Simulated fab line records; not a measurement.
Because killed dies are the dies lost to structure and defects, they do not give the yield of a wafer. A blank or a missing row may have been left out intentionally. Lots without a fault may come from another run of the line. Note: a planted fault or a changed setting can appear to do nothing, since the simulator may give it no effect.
Struck lot and sound lot, side by side / flow sky130 / 17 out of 708 route steps
Sound: wafers L383.2, L383.3, L383.6. Struck: wafers L378.2, L378.4, L378.5. At the end, the cause is stated.
At each step with rows: each side's tool, then ch and its chambers, then its first start. Under that, the readings that differ: sound wafers / struck wafers / difference of the means / sigmas: that difference in standard deviations of wafers without a fault.
alike: readings with means less than 2 such deviations apart, plus words and numbers identical on both sides. not compared: withheld readings, readings lacking a value on some wafer, bounds such as >300 that could conceal the same value, and numbers that have no deviation in the record and whose values overlap.
Wherever a step has rows on one side only, a row that says differs or no value, or a row with sigmas, the two part there. Numbers that don't overlap but have no deviation are shown without sigmas and don't part them. A reading missing from all wafers of one side parts the sides only when that side holds two or more wafers.

first, 2 steps without rows for these wafers: SKY_LOCAL_INTERCONNECT_PEB_09; SKY_LOCAL_INTERCONNECT_DEVELOP_10 (develop time 60 s).
SKY_LOCAL_INTERCONNECT_CD_MEAS_11 targets a cd of 170 nm.
  sound on cd sem-01 at day 35 08:11; struck on cd sem-02 at day 33 16:50
reading=cd nm (nm); sound=169.7 170.7 169.5; struck=172.9 172.6 172.6; difference=+2.7; sigmas=+2
SKY_LOCAL_INTERCONNECT_OVL_MEAS_12:
  sound on overlay-01 at day 35 08:18; struck on overlay-02 at day 33 16:57
  alike: LOCAL_INTERCONNECT_OVL
SKY_LOCAL_INTERCONNECT_ETCH_13: etches BARC in N2/H2, stops on SiO2, time 45.9 s, target depth 60 nm.
  sound on rie metal-02 ch 0, day 35 08:21; struck on rie metal-03 ch 0,1, day 33 16:59
reading=drypump motor current A (A); sound=4.9 4.9 4.9; struck=6.3 6.3 5.4; difference=+1.1; sigmas=+2
  alike: he backside leak sccm, oes product au, throttle valve pct
  not compared: rf hours counter h
SKY_LOCAL_INTERCONNECT_METAL_ETCH_14: etches TiN in Cl2/BCl3, stops on PSG, target depth 110 nm, time 31.4 s.
  sound on rie metal-02 ch 0, day 35 08:28; struck on rie metal-03 ch 0,1, day 33 17:02
reading=drypump motor current A (A); sound=4.9 4.9 4.9; struck=6.3 6.3 5.4; difference=+1.1; sigmas=+2
  alike: he backside leak sccm, oes product au, throttle valve pct
  not compared: rf hours counter h
SKY_LOCAL_INTERCONNECT_STRIP_15: strips in O2/N2.
  sound on plasma asher-03 ch 0, day 35 08:34; struck on plasma asher-03 ch 0,1, day 33 17:05
  alike: drypump motor current A, oes product au, strip time to endpoint s
  not compared: rf hours counter h
then, 3 steps without rows for these wafers: SKY_LOCAL_INTERCONNECT_STRIP_16 (strips in post etch residue remover, time 1200 s); SKY_LOCAL_INTERCONNECT_CLEAN_17 (cleans in IPA, time 180 s); SKY_LOCAL_INTERCONNECT_CLEAN_18 (cleans in O3/DIW).
SKY_CONTACT_CVD_00: deposits Si3N4, target thk 75 nm.
  sound on pecvd-03 ch 1,2, day 35 09:10; struck on pecvd-02 ch 0,2, day 33 17:41
  alike: heater power w
SKY_CONTACT_THK_MEAS_01:
  sound on film metro-01 at day 35 09:13; struck on film metro-01 at day 33 17:44
  alike: CONTACT_CVD_00_THK
SKY_CONTACT_HDPCVD_02: deposits SiO2, target thk 565 nm, time 94.2 s.
  sound on hdpcvd-02 ch 1,2, day 35 09:16; struck on hdpcvd-01 ch 0,1, day 33 17:47
reading=model.SiO2_of_CONTACT_HDPCVD_02.thk nm (nm); sound=562.8 566.3 562.6; struck=1016 1012 1017; difference=+451; sigmas=
SKY_CONTACT_THK_MEAS_03:
  sound on film metro-03 at day 35 09:20; struck on film metro-04 at day 33 17:52
reading=CONTACT_HDPCVD_THK (nm); sound=563 566 562; struck=1017 1011 1018; difference=+452; sigmas=+92
SKY_CONTACT_CMP_04: polishes SiO2.
  sound on cmp-02 ch 1,2,3, day 35 09:29; struck on cmp-01 ch 0,1,2, day 33 18:01
reading=time to endpoint s (s); sound=87 84 84; struck=237 234 241; difference=+152; sigmas=+44
  alike: head pressure psi, motor current A
SKY_CONTACT_BOW_MEAS_05:
  sound on film metro-03 at day 35 09:43; struck on film metro-04 at day 33 18:14
  alike: CONTACT_BOW
-- the record jumps here: 14 days lie between the struck wafers' starts before and after (it left off in module CONTACT and takes up again in module PAD_OPEN, whose first step shown is number 708 of the route) --
SKY_PAD_OPEN_PROBE_99:
  only the struck wafers here have rows in the record (prober-02, day 48 04:08); the sound ones have none

## WHERE THEY PART
First at SKY_LOCAL_INTERCONNECT_CD_MEAS_11; last, within this record, at SKY_PAD_OPEN_PROBE_99.

WHY: what had been put in by the simulator
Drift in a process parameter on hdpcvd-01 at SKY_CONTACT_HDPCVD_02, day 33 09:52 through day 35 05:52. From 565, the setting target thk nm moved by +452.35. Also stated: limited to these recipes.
